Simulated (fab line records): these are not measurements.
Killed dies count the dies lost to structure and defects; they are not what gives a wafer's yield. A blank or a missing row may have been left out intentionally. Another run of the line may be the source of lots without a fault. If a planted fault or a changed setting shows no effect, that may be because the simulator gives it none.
fab line records -- flow sfq-line
record lots=15, wafers=45, last-day=92
route steps=325 shown L0V@20 M0@39 M1@69 M2@101
lots that met no fault: from a run of the same line without faults
start-h: hours from the record's opening day to when the first of the lot's shown wafers began -- wait-h: how many hours have passed since the lot's step before this one -- " as in the row above -- L1.1+2: one row covering several wafers at once -- - no value, or no start given -- * or withheld: withheld -- < > ~ a bound
route shown NAME@n: names a module that has steps shown in the file, with the first one's number in the route -- usual: the fault-free wafers' mean and standard deviation -- same: alike in all rows -- chamber/n: place in a boat -- sites: readings site by site -- _std_site: standard deviation of those values -- _edge_site: mean of outer sites minus mean of inner sites -- radius-mm: how far each site lies from the wafer's centre -- mask NAME#n: copy n -- behind: the tool/chamber that last shaped the wafer -- hold: why the lot went on hold/how many hours it stayed there/how the hold came to an end -- device: whichever transistor did not switch (one of n, p or np) -- end of line: the tests these same wafers got at the end of their route -- a step with no rows: only its recipe -- killed: the dies lost at the first sort to structure and to defects; this is not the yield of the wafer -- map: a wafer's dies, marking killed ones x, the rest . and places with no die _
set.NAME: the setting as run; set.NAME@STEP: as run at that earlier step -- model.NAME: the simulator's own value behind a step, which no gauge read
route steps across a sampled set of lots; one table per step, one row per wafer
services: the hour from which a tool's chamber was out of use, counted from the record's first day as start-h (under 0 if before that day), plus the number of hours and why
## steps
# step SFQ_TRILAYER_L0_VIA_LITHO_EXPOSE_014
# recipe mask-id=L0V, na=0.6, source-shape=conventional, sigma-outer=0.65, target-cd-nm=700, dose-mj=21.3
# usual exposure-dose-mJ-cm2=21.301/0.02
# same na=0.6
lot.wafer,tool,chamber,start-h,wait-h,mask,exposure-dose-mJ-cm2
L824.2,krf-scanner-02,0,134.96,-,L0V#0,21.294
L824.3,krf-scanner-02,0,134.96,-,L0V#0,21.268
L824.6,krf-scanner-02,0,134.96,-,L0V#0,21.289
L825.1,krf-scanner-02,0,143.16,-,L0V#0,21.312
L825.3,krf-scanner-02,0,143.16,-,L0V#0,21.284
L825.4,krf-scanner-02,0,143.16,-,L0V#0,21.313
L826.2,krf-scanner-02,0,151.76,-,L0V#0,21.276
L826.3,krf-scanner-02,0,151.76,-,L0V#0,21.304
L826.6,krf-scanner-02,0,151.76,-,L0V#0,21.297
L827.2,krf-scanner-02,0,156.56,-,L0V#0,21.323
L827.5,krf-scanner-02,0,156.56,-,L0V#0,21.304
L827.6,krf-scanner-02,0,156.56,-,L0V#0,21.342
L828.4,krf-scanner-01,0,164.07,-,L0V#0,21.262
L828.5,krf-scanner-01,0,164.07,-,L0V#0,21.258
L828.6,krf-scanner-01,0,164.07,-,L0V#0,21.271
L829.1,krf-scanner-01,0,170.22,-,L0V#0,21.322
L829.3,krf-scanner-01,0,170.22,-,L0V#0,21.289
L829.4,krf-scanner-01,0,170.22,-,L0V#0,21.293
L830.1,krf-scanner-01,0,177.42,-,L0V#0,21.289
L830.3,krf-scanner-01,0,177.42,-,L0V#0,21.314
L830.4,krf-scanner-01,0,177.42,-,L0V#0,21.298
L831.1,krf-scanner-01,0,183.42,-,L0V#0,22.355
L831.2,krf-scanner-01,0,183.42,-,L0V#0,22.380
L831.5,krf-scanner-01,0,183.42,-,L0V#0,22.359
L832.1,krf-scanner-01,0,185.82,-,L0V#0,22.366
L832.4,krf-scanner-01,0,185.82,-,L0V#0,22.349
L832.5,krf-scanner-01,0,185.82,-,L0V#0,22.362
L833.2,krf-scanner-01,0,190.82,-,L0V#0,22.339
L833.3,krf-scanner-01,0,190.82,-,L0V#0,22.337
L833.4,krf-scanner-01,0,190.82,-,L0V#0,22.353
L834.2,krf-scanner-01,0,204.02,-,L0V#0,22.396
L834.3,krf-scanner-01,0,204.02,-,L0V#0,22.372
L834.5,krf-scanner-01,0,204.02,-,L0V#0,22.387
L836.2,krf-scanner-02,0,212.56,-,L0V#0,21.300
L836.3,krf-scanner-02,0,212.56,-,L0V#0,21.273
L836.4,krf-scanner-02,0,212.56,-,L0V#0,21.327
L840.3,krf-scanner-02,0,242.76,-,L0V#0,21.316
L840.4,krf-scanner-02,0,242.76,-,L0V#0,21.284
L840.5,krf-scanner-02,0,242.76,-,L0V#0,21.293
L842.2,krf-scanner-02,0,261.76,-,L0V#0,21.303
L842.3,krf-scanner-02,0,261.76,-,L0V#0,21.311
L842.4,krf-scanner-02,0,261.76,-,L0V#0,21.288
L843.4,krf-scanner-02,0,272.96,-,L0V#0,21.324
L843.5,krf-scanner-02,0,272.96,-,L0V#0,21.285
L843.6,krf-scanner-02,0,272.96,-,L0V#0,21.286
# step SFQ_TRILAYER_M0_BARC_OPEN_METAL_ETCH_031
# recipe mask-material=PR, chemistry=O2, target-depth-nm=125, target=BARC, icp-w=600, bias-w=80, pressure-mtorr=10, time-s=41.7
# usual drypump-motor-current-A=6.2/0.45, oes-product-au=0.685/0.0048
lot.wafer,tool,chamber,start-h,wait-h,drypump-motor-current-A,oes-product-au,rf-hours-counter-h
L824.2,rie-metal-02,1,223.50,0.0,6.8,0.689,15
L824.3,rie-metal-02,1,223.50,0.0,6.8,0.680,-
L824.6,rie-metal-02,0,223.50,0.0,6.4,0.688,-
L825.1,rie-metal-03,1,227.10,0.0,6.3,0.682,20
L825.3,rie-metal-03,1,227.10,0.0,6.3,0.686,-
L825.4,rie-metal-03,0,227.10,0.0,5.4,0.686,-
L826.2,rie-metal-03,1,237.90,0.0,6.3,0.690,21
L826.3,rie-metal-03,1,237.90,0.0,6.3,0.687,-
L826.6,rie-metal-03,0,237.90,0.0,5.4,0.682,-
L827.2,rie-metal-04,1,241.50,0.0,6.3,0.686,82
L827.5,rie-metal-04,1,241.50,0.0,6.2,0.689,-
L827.6,rie-metal-04,0,241.50,0.0,5.7,0.683,-
L828.4,rie-metal-03,0,249.96,0.1,5.4,0.688,-
L828.5,rie-metal-03,0,249.96,0.1,5.5,0.681,-
L828.6,rie-metal-03,0,249.96,0.1,5.4,0.683,-
L829.1,rie-metal-02,0,261.90,0.0,6.4,0.690,132
L829.3,rie-metal-02,0,261.90,0.0,6.4,0.682,-
L829.4,rie-metal-02,1,261.90,0.0,6.8,0.673,-
L830.1,rie-metal-03,1,272.70,0.0,6.3,0.689,27
L830.3,rie-metal-03,0,272.70,0.0,5.4,0.690,-
L830.4,rie-metal-03,1,272.70,0.0,6.3,0.686,-
L831.1,rie-metal-03,0,280.73,0.0,5.4,0.684,79
L831.2,rie-metal-03,1,280.73,0.0,6.3,0.689,28
L831.5,rie-metal-03,1,280.73,0.0,6.3,0.675,-
L832.1,rie-metal-02,1,285.53,0.0,6.8,0.680,25
L832.4,rie-metal-02,1,285.53,0.0,6.8,0.677,-
L832.5,rie-metal-02,0,285.53,0.0,6.4,0.683,-
L833.2,rie-metal-02,1,292.73,0.0,6.8,0.681,26
L833.3,rie-metal-02,0,292.73,0.0,6.4,0.693,-
L833.4,rie-metal-02,1,292.73,0.0,6.9,0.689,-
L834.2,rie-metal-04,1,301.13,0.0,6.3,0.687,92
L834.3,rie-metal-04,1,301.13,0.0,6.3,0.687,-
L834.5,rie-metal-04,0,301.13,0.0,5.7,0.689,-
L836.2,rie-metal-02,0,310.73,0.0,6.4,0.684,139
L836.3,rie-metal-02,0,310.73,0.0,6.4,0.690,-
L836.4,rie-metal-02,1,310.73,0.0,6.8,0.678,-
L840.3,rie-metal-04,0,355.60,0.0,5.7,0.696,-
L840.4,rie-metal-04,1,355.60,0.0,6.2,0.693,-
L840.5,rie-metal-04,0,355.60,0.0,5.7,0.693,-
L842.2,rie-metal-02,0,383.43,0.0,6.4,0.677,147
L842.3,rie-metal-02,1,383.43,0.0,6.9,0.685,-
L842.4,rie-metal-02,0,383.43,0.0,6.4,0.688,-
L843.4,rie-metal-03,0,397.85,0.0,5.4,0.682,-
L843.5,rie-metal-03,0,397.85,0.0,5.4,0.691,-
L843.6,rie-metal-03,1,397.85,0.0,6.3,0.685,-
# step SFQ_TRILAYER_M1_BARC_OPEN_METAL_ETCH_054
# recipe mask-material=PR, chemistry=O2, target-depth-nm=125, target=BARC, icp-w=600, bias-w=80, pressure-mtorr=10, time-s=41.7
# usual drypump-motor-current-A=5.9/0.35, oes-product-au=0.685/0.0041
lot.wafer,tool,chamber,start-h,wait-h,drypump-motor-current-A,oes-product-au,rf-hours-counter-h
L824.2,rie-metal-03,1,482.06,0.0,6.3,0.683,56
L824.3,rie-metal-03,1,482.06,0.0,6.3,0.686,-
L824.6,rie-metal-03,1,482.06,0.0,6.3,0.681,-
L825.1,rie-metal-03,0,488.06,0.0,5.4,0.687,104
L825.3,rie-metal-03,0,488.06,0.0,5.4,0.685,-
L825.4,rie-metal-03,1,488.06,0.0,6.3,0.683,-
L826.2,rie-metal-04,0,505.45,0.0,5.7,0.689,-
L826.3,rie-metal-04,0,505.45,0.0,5.6,0.686,-
L826.6,rie-metal-04,0,505.45,0.0,5.7,0.683,-
L827.2,rie-metal-03,0,512.05,0.0,5.5,0.689,108
L827.5,rie-metal-03,0,512.05,0.0,5.5,0.685,-
L827.6,rie-metal-03,1,512.05,0.0,6.3,0.683,-
L828.4,rie-metal-01,1,519.27,0.0,5.9,0.681,-
L828.5,rie-metal-01,1,519.27,0.0,5.9,0.683,-
L828.6,rie-metal-01,0,519.27,0.0,5.7,0.684,-
L829.1,rie-metal-03,1,537.93,0.0,6.3,0.686,64
L829.3,rie-metal-03,1,537.93,0.0,6.3,0.687,-
L829.4,rie-metal-03,0,537.93,0.0,5.4,0.677,-
L830.1,rie-metal-04,1,573.92,0.0,6.3,0.682,127
L830.3,rie-metal-04,0,573.92,0.0,5.7,0.684,-
L830.4,rie-metal-04,1,573.92,0.0,6.3,0.689,-
L831.1,rie-metal-04,1,587.12,0.0,6.2,0.685,129
L831.2,rie-metal-04,0,587.12,0.0,5.7,0.683,16
L831.5,rie-metal-04,0,587.12,0.0,5.7,0.688,-
L832.1,rie-metal-03,1,593.79,0.0,6.3,0.689,71
L832.4,rie-metal-03,0,593.79,0.0,5.5,0.685,-
L832.5,rie-metal-03,1,593.79,0.0,6.3,0.690,-
L833.2,rie-metal-03,0,609.52,0.0,5.4,0.685,121
L833.3,rie-metal-03,1,609.52,0.0,6.3,0.687,-
L833.4,rie-metal-03,0,609.52,0.0,5.4,0.694,-
L834.2,rie-metal-04,0,619.11,0.0,5.7,0.685,20
L834.3,rie-metal-04,0,619.11,0.0,5.7,0.690,-
L834.5,rie-metal-04,1,619.11,0.0,6.3,0.691,-
L836.2,rie-metal-04,1,621.51,0.0,6.2,0.685,134
L836.3,rie-metal-04,0,621.51,0.0,5.7,0.683,-
L836.4,rie-metal-04,1,621.51,0.0,6.2,0.692,-
L840.3,rie-metal-01,1,626.33,0.0,5.9,0.688,-
L840.4,rie-metal-01,0,626.33,0.0,5.8,0.689,-
L840.5,rie-metal-01,0,626.33,0.0,5.8,0.696,-
L842.2,rie-metal-04,1,628.71,0.0,6.3,0.679,135
L842.3,rie-metal-04,1,628.71,0.0,6.3,0.688,-
L842.4,rie-metal-04,0,628.71,0.0,5.7,0.692,-
L843.4,rie-metal-03,1,629.93,0.0,6.3,0.680,-
L843.5,rie-metal-03,1,629.93,0.0,6.3,0.683,-
L843.6,rie-metal-03,0,629.93,0.0,5.4,0.680,-
# step SFQ_TRILAYER_M2_STRIP_STRIP_061
# recipe gas=O2, power-w=200, platen-temp-c=40, overash-fraction=0.65, chemistry=O2, pressure-mtorr=50
# usual drypump-motor-current-A=6.1/0.45, oes-product-au=1.003/0.0067
lot.wafer,tool,chamber,start-h,wait-h,drypump-motor-current-A,oes-product-au,rf-hours-counter-h
L824.2,rie-metal-02,1,653.24,0.1,6.8,1.012,72
L824.3,rie-metal-02,1,653.24,0.1,6.8,0.997,-
L824.6,rie-metal-02,0,653.24,0.1,6.3,0.990,-
L825.1,rie-metal-03,0,656.86,0.1,5.4,1.002,128
L825.3,rie-metal-03,1,656.86,0.1,6.3,1.011,-
L825.4,rie-metal-03,0,656.86,0.1,5.4,1.001,-
L826.2,rie-metal-02,0,802.28,0.1,6.4,0.998,42
L826.3,rie-metal-02,1,802.28,0.1,6.8,1.005,-
L826.6,rie-metal-02,0,802.28,0.1,6.4,0.998,-
L827.2,rie-metal-03,0,810.68,0.1,5.4,0.999,3
L827.5,rie-metal-03,0,810.68,0.1,5.4,0.983,-
L827.6,rie-metal-03,1,810.68,0.1,6.3,0.992,-
L828.4,rie-metal-04,0,821.68,0.2,5.7,1.002,-
L828.5,rie-metal-04,0,821.68,0.2,5.6,1.004,-
L828.6,rie-metal-04,1,821.68,0.2,6.3,0.993,-
L829.1,rie-metal-03,1,833.48,0.1,6.3,0.997,107
L829.3,rie-metal-03,1,833.48,0.1,6.3,0.999,-
L829.4,rie-metal-03,0,833.48,0.1,5.4,0.993,-
L830.1,rie-metal-02,0,864.81,0.1,6.4,1.004,50
L830.3,rie-metal-02,1,864.81,0.1,6.8,1.005,-
L830.4,rie-metal-02,0,864.81,0.1,6.4,0.999,-
L831.1,rie-metal-04,1,872.13,0.1,6.3,0.991,16
L831.2,rie-metal-04,0,872.13,0.1,5.7,0.990,56
L831.5,rie-metal-04,1,872.13,0.1,6.2,0.998,-
L832.1,rie-metal-04,1,879.33,0.1,6.2,1.009,17
L832.4,rie-metal-04,0,879.33,0.1,5.7,1.004,-
L832.5,rie-metal-04,0,879.33,0.1,5.7,1.004,-
L833.2,rie-metal-02,1,887.86,0.1,6.8,1.020,104
L833.3,rie-metal-02,1,887.86,0.1,6.8,1.015,-
L833.4,rie-metal-02,0,887.86,0.1,6.4,1.002,-
L834.2,rie-metal-02,0,892.66,0.1,6.4,1.008,54
L834.3,rie-metal-02,0,892.66,0.1,6.4,0.995,-
L834.5,rie-metal-02,0,892.66,0.1,6.4,1.015,-
L836.2,rie-metal-04,1,897.46,0.1,6.3,1.003,20
L836.3,rie-metal-04,0,897.46,0.1,5.7,1.008,-
L836.4,rie-metal-04,1,897.46,0.1,6.3,1.005,-
L840.3,rie-metal-02,1,913.26,0.2,6.8,1.008,-
L840.4,rie-metal-02,0,913.26,0.2,6.4,0.991,-
L840.5,rie-metal-02,0,913.26,0.2,6.4,1.010,-
L842.2,rie-metal-02,0,917.86,0.1,6.4,1.004,57
L842.3,rie-metal-02,1,917.86,0.1,6.8,1.005,-
L842.4,rie-metal-02,0,917.86,0.1,6.4,1.003,-
L843.4,rie-metal-04,0,920.46,0.2,5.7,0.996,-
L843.5,rie-metal-04,0,920.46,0.2,5.7,0.995,-
L843.6,rie-metal-04,1,920.46,0.2,6.3,0.994,-
## services
tool,chamber,start-h,hours,kind
krf-scanner-02,-,158.31,0.4,repair
rie-metal-03,-,162.70,1.4,pm
rie-metal-04,-,165.69,2.8,pm
krf-scanner-02,-,189.96,1.0,pm
krf-scanner-02,-,200.81,0.8,pm
rie-metal-03,1,247.40,6.9,repair
krf-scanner-02,-,273.56,1.3,pm
rie-metal-03,0,303.00,11.5,repair
krf-scanner-02,-,305.56,0.5,repair
krf-scanner-02,-,362.44,1.0,pm
krf-scanner-02,-,368.41,0.8,pm
krf-scanner-02,-,374.78,2.0,repair
rie-metal-04,-,388.99,1.4,pm
krf-scanner-02,-,449.86,1.3,pm
krf-scanner-02,-,498.52,4.4,pm
rie-metal-04,1,504.60,2.9,repair
rie-metal-03,-,525.62,2.8,pm
rie-metal-03,0,640.01,8.3,repair
rie-metal-02,-,669.02,0.1,repair
rie-metal-04,0,677.21,5.1,repair
rie-metal-02,1,699.83,1.4,repair
rie-metal-04,0,800.68,15.5,repair
rie-metal-02,-,888.46,1.4,pm
rie-metal-03,1,900.67,1.8,repair
## key
first-sign step=SFQ_TRILAYER_L0_VIA_LITHO_EXPOSE_014, reading=exposure-dose-mJ-cm2, direction=up, sigmas=52, usual=21.301, struck=22.363
effect none on later readings
met-at SFQ_TRILAYER_L0_VIA_LITHO_EXPOSE_014
struck-lots L831,L832,L833,L834
not-acting-at SFQ_TRILAYER_M0_BARC_OPEN_METAL_ETCH_031,SFQ_TRILAYER_M1_BARC_OPEN_METAL_ETCH_054,SFQ_TRILAYER_M2_STRIP_STRIP_061
fault kind=process-parameter-drift, tool=krf-scanner-01, chamber=-, onset-h=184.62, steps=SFQ_TRILAYER_L0_VIA_LITHO_EXPOSE_014, channel=dose-mj, offset=1.0536, shape=step, acts-in=these-recipes-only, stated=21.3
